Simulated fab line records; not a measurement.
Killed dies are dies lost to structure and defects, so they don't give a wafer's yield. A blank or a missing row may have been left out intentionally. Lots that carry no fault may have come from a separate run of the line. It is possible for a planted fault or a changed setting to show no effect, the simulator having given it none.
Which of the tools did it? -- flow gf180mcu -- Sampling: 13 lots, 39 wafers, 2 of 602 route steps

WHAT THE GAUGES SHOWED, per wafer
GF_DNWELL_TW_MEAS_09.
lot,measured,on,DNWELL_TW
L463,day 3 00:44,film metro-03,1338 1337 1332
L464,day 3 04:10,film metro-01,1334 1327 1334
L467,day 3 20:12,film metro-03,1343 1335 1342
L468,day 4 02:18,film metro-01,1333 1334 1337
L469,day 4 08:14,film metro-04,1331 1332 1326
L471,day 4 18:04,film metro-04,1320 1327 1323
L472,day 4 23:45,film metro-03,1346 1342 1350
L473,day 5 05:36,film metro-03,1334 1344 1331
L474,day 5 09:38,film metro-01,1345 1348 1347
L475,day 5 15:25,film metro-04,1352 1345 1339
L477,day 6 03:03,film metro-01,1355 1352 1360
L481,day 6 23:01,film metro-01,1352 1337 1342
L482,day 7 04:35,film metro-04,1340 1331 1339

WHAT TOOL EACH LOT RAN ON (gives the tool, then ch and the chambers of the sampled wafers, and finally the start)
lot,GF_STI_ETCH_14
L463,"rie si-01 ch 1,3, day 2 06:44"
L464,"rie si-01 ch 0,3, day 2 11:18"
L467,"rie si-01 ch 0,2,3, day 3 02:48"
L468,"rie si-02 ch 1,2,3, day 3 07:34"
L469,"rie si-02 ch 0,1,2, day 3 13:02"
L471,"rie si-01 ch 1,2,3, day 3 23:30"
L472,"rie si-01 ch 1,3, day 4 05:39"
L473,"rie si-01 ch 0,1, day 4 10:37"
L474,"rie si-02 ch 1,2,3, day 4 14:53"
L475,"rie si-01 ch 1,2, day 4 19:34"
L477,"rie si-01 ch 0,2, day 5 07:23"
L481,"rie si-02 ch 0,2,3, day 6 02:54"
L482,"rie si-02 ch 0,1,2, day 6 08:20"
- GF_STI_ETCH_14: etches Si in HBr/Cl2/O2, target depth 360 nm, time 102.9 s.

AS READ BY THE TOOLS THEMSELVES (means over the sampled wafers that have a number; for cases with no such wafer, the mark the record gives instead)
GF_STI_ETCH_14.
lot,tool,O2_flow_sccm (sccm),drypump motor current A (A),mfc cl2 sccm (sccm),oes product au (a.u.),throttle valve pct (%)
L463,rie si-01,6.003,5.9,40.11,0.997,25.655
L464,rie si-01,6.017,5.7,40.01,0.995,25.664
L467,rie si-01,5.980,5.7,39.94,0.998,25.661
L468,rie si-02,6.002,5.6,39.99,0.996,25.658
L469,rie si-02,6.004,5.8,40.02,1.004,25.651
L471,rie si-01,5.997,6.0,39.96,0.994,25.655
L472,rie si-01,6.006,5.9,40.10,0.983,25.675
L473,rie si-01,5.999,5.6,40.06,0.997,25.652
L474,rie si-02,6.010,5.6,39.99,0.996,25.665
L475,rie si-01,5.986,5.9,39.95,0.995,25.672
L477,rie si-01,6.001,5.4,40.06,1.008,25.645
L481,rie si-02,6.001,5.7,39.93,0.999,25.660
L482,rie si-02,5.973,5.8,39.99,0.995,25.663

THE ANSWER, worked out from the rows above alone
Rule: what is usual is taken from the lots themselves. Put in order of their means at a reading, lots are off if they are a third of the lots or fewer, leave a main group of 4 or more, and stand apart from it by a gap of 3 or more times the standard deviation of the main group's means; of several such gaps the widest counts. The tables above print the reading to a certain number of digits; a main group whose means all agree to those digits is not used. Also off: a lot with no number at a reading for which 4 or more lots have one. Any other lot the step has rows for is counted as sound. The gauges are gone through in route order, then the tools' own readings, and for those a lot's mean is taken as printed above. At the first step where some lot is off, the reading lying furthest off is the one used; lots without a number count as furthest.
Nothing can be told from this: no lot is off at any reading shown.

WHAT THE SIMULATOR HAD PUT IN
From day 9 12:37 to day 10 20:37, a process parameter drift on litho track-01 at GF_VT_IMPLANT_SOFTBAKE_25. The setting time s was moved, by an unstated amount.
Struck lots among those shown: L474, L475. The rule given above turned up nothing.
